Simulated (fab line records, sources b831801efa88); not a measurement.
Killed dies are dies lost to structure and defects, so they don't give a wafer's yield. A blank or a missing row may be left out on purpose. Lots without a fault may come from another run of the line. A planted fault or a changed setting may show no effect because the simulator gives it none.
A struck lot beside a sound one | flow sky130 | 32 steps out of a route of 708
Sound: wafers L461.1, L461.3, L461.6. Struck: wafers L476.2, L476.4, L476.6. The cause comes at the end.
At each step with rows: each side's tool, then ch and its chambers, then its first start. Under that, the readings that differ: sound wafers | struck wafers | difference of the means | sigmas: that difference in standard deviations of wafers without a fault.
alike: readings whose means differ by less than 2 such deviations, and words and numbers that are the same on both sides. not compared: withheld readings, readings that some wafer has no value for, bounds like >300 that may hide the same value, and numbers for which the record gives no deviation and whose values overlap.
The two part at a step that has a row with sigmas, a row that says differs or no value, or rows on one side only. Numbers that don't overlap but have no deviation are shown without sigmas and don't part them. A reading that every wafer of one side lacks parts them only if that side has two wafers or more.

SKY_PWDE_OVL_MEAS_07:
  sound on overlay-02, day 3 21:29; struck on overlay-01, day 7 15:56
  alike: PWDE_OVL
then, 1 step without rows for these wafers: SKY_PWDE_IMPLANT_08.
SKY_PWDE_STRIP_09: strips in O2/N2.
  sound on plasma_asher-03 ch 0,1, day 3 21:41; struck on plasma_asher-02 ch 0,1, day 7 16:07
  reading                     | sound       | struck      | difference | sigmas
  drypump_motor_current_A (A) | 5.5 6.4 6.3 | 5.0 5.1 5.1 | -1.0       | -2
  alike: oes_product_au, strip_time_to_endpoint_s
  not compared: rf_hours_counter_h
SKY_PWDE_TW_MEAS_10:
  sound on film_metro-03, day 3 21:47; struck on film_metro-02, day 7 16:13
  alike: PWDE_TW
then, 7 steps without rows for these wafers: SKY_NWELL_DEHYDRATE_03 (time 60 s); SKY_NWELL_HMDS_04 (prime time 60 s); SKY_NWELL_COAT_05 (resist thk 3000 nm); SKY_NWELL_SOFTBAKE_06; SKY_NWELL_EXPOSE_07 (exposes mask NWM, target cd 840 nm); SKY_NWELL_PEB_08; SKY_NWELL_DEVELOP_09 (develop time 60 s).
SKY_NWELL_OVL_MEAS_10:
  sound on overlay-01, day 4 15:08; struck on overlay-02, day 8 11:57
  alike: NWELL_00_OVL
SKY_NWELL_IMPLANT_11:
  sound on implanter-04 ch 0, day 4 15:11; struck on implanter-02 ch 0, day 8 12:00
  reading                   | sound                | struck               | difference | sigmas
  beam_energy_keV           | 400.10 399.89 399.97 | 375.31 375.38 375.44 | -24.61     | -99 or more
  model.implant.rp_nm (nm)  | 491.4 491.4 491.4    | 453.1 453.1 453.1    | -38.3      |
  model.implant.drp_nm (nm) | 116.9 116.9 116.9    | 112.9 112.9 112.9    | -4.0       |
then, 2 steps without rows for these wafers: SKY_NWELL_IMPLANT_12; SKY_NWELL_IMPLANT_13.
SKY_NWELL_STRIP_14: strips in O2/N2.
  sound on plasma_asher-02 ch 0, day 4 15:38; struck on plasma_asher-04 ch 0,1, day 8 12:26
  alike: drypump_motor_current_A, oes_product_au, strip_time_to_endpoint_s
  not compared: rf_hours_counter_h
SKY_NWELL_TW_MEAS_15:
  sound on film_metro-02, day 4 15:44; struck on film_metro-03, day 8 12:32
  alike: NWELL_TW
then, 7 steps without rows for these wafers: SKY_NWELL_DEHYDRATE_16 (time 60 s); SKY_NWELL_HMDS_17 (prime time 60 s); SKY_NWELL_COAT_18 (resist thk 3000 nm); SKY_NWELL_SOFTBAKE_19; SKY_NWELL_EXPOSE_20 (exposes mask NWM COMPLEMENT, target cd 840 nm); SKY_NWELL_PEB_21; SKY_NWELL_DEVELOP_22 (develop time 60 s).
SKY_NWELL_OVL_MEAS_23:
  sound on overlay-01, day 5 08:26; struck on overlay-02, day 9 09:44
  alike: NWELL_01_OVL
then, 1 step without rows for these wafers: SKY_NWELL_IMPLANT_24.
SKY_NWELL_STRIP_25: strips in O2/N2.
  sound on plasma_asher-04 ch 0,1, day 5 08:38; struck on plasma_asher-04 ch 0,1, day 9 09:55
  alike: drypump_motor_current_A, oes_product_au, strip_time_to_endpoint_s
  not compared: rf_hours_counter_h
SKY_NWELL_TW_MEAS_26:
  sound on film_metro-01, day 5 08:44; struck on film_metro-03, day 9 10:02
  alike: NWELL_2_TW
then, 1 step without rows for these wafers: SKY_NWELL_CLEAN_27 (cleans in SC1/SC2, time 150 s).
SKY_NWELL_RTA_28: time 30 s.
  sound on rtp_anneal-01 ch 0, day 5 08:50; struck on rtp_anneal-02 ch 0, day 9 10:10
  alike: lamp_power_pct, ramp_down_c_per_s, wafer_temp_C_max
SKY_NWELL_RS_MEAS_29: measures by four-point-probe.
  sound on film_metro-03, day 5 08:56; struck on film_metro-02, day 9 10:16
  reading           | sound             | struck            | difference | sigmas
  NWELL_RS (ohm/sq) | 624.8 626.7 624.8 | 634.6 634.7 633.3 | +8.8       | +7
-- the record jumps here: 40 days lie between the struck wafers' starts before and after (it left off in module NWELL and takes up again in module PAD_OPEN, whose first step shown is number 708 of the route) --
SKY_PAD_OPEN_PROBE_99:
  sound on prober-02, day 45 11:57; struck on prober-01, day 49 11:52
  reading                                   | sound                         | struck                        | difference | sigmas
  model.etest.nfet_16v.r_on_ohm_um          | 1.395e+04 1.397e+04 1.379e+04 | 1.411e+04 1.418e+04 1.398e+04 | +1.867e+02 |
  model.etest.res_nwell.line_ohm_um         | 1124 1129 1087                | 1400 1430 1424                | +305       |
  model.etest.res_nwell.rs_ohm_sq           | 952.7 945.9 924.4             | 1147 1184 1151                | +220       |
  model.etest.tip_p_5v.rs_ohm_sq            | 2840 2859 2850                | 2962 2939 2930                | +94        |
  model.etest.pfet_16v.drive_ua_um          | 243.5 248.3 247.8             | 226.1 225.8 227.8             | -20.0      |
  model.etest.pfet_01v8_lvt.drive_ua_um     | 178.1 178.8 178.1             | 165.8 168.4 167.6             | -11.1      |
  model.etest.field_p.vt_v (V)              | -41.72 -41.28 -39.61          | -45.91 -46.53 -45.98          | -5.27      |
  model.etest.pfet_g5v0d10v5.off_log10_a_um | -12.76 -12.74 -12.76          | -13.52 -13.21 -13.34          | -0.60      |
  alike: killed_at_M0_to_M3, killed_at_M4_up, killed_at_contacts, killed_at_front_end, killed_at_other, killed_dies, killed_on_rim, killed_open, killed_short

WHERE THEY PART
First at SKY_PWDE_STRIP_09; last, within this record, at SKY_NWELL_RS_MEAS_29. Later steps at which nothing parts them and some readings are alike: SKY_PAD_OPEN_PROBE_99.

WHY: what the simulator had put in
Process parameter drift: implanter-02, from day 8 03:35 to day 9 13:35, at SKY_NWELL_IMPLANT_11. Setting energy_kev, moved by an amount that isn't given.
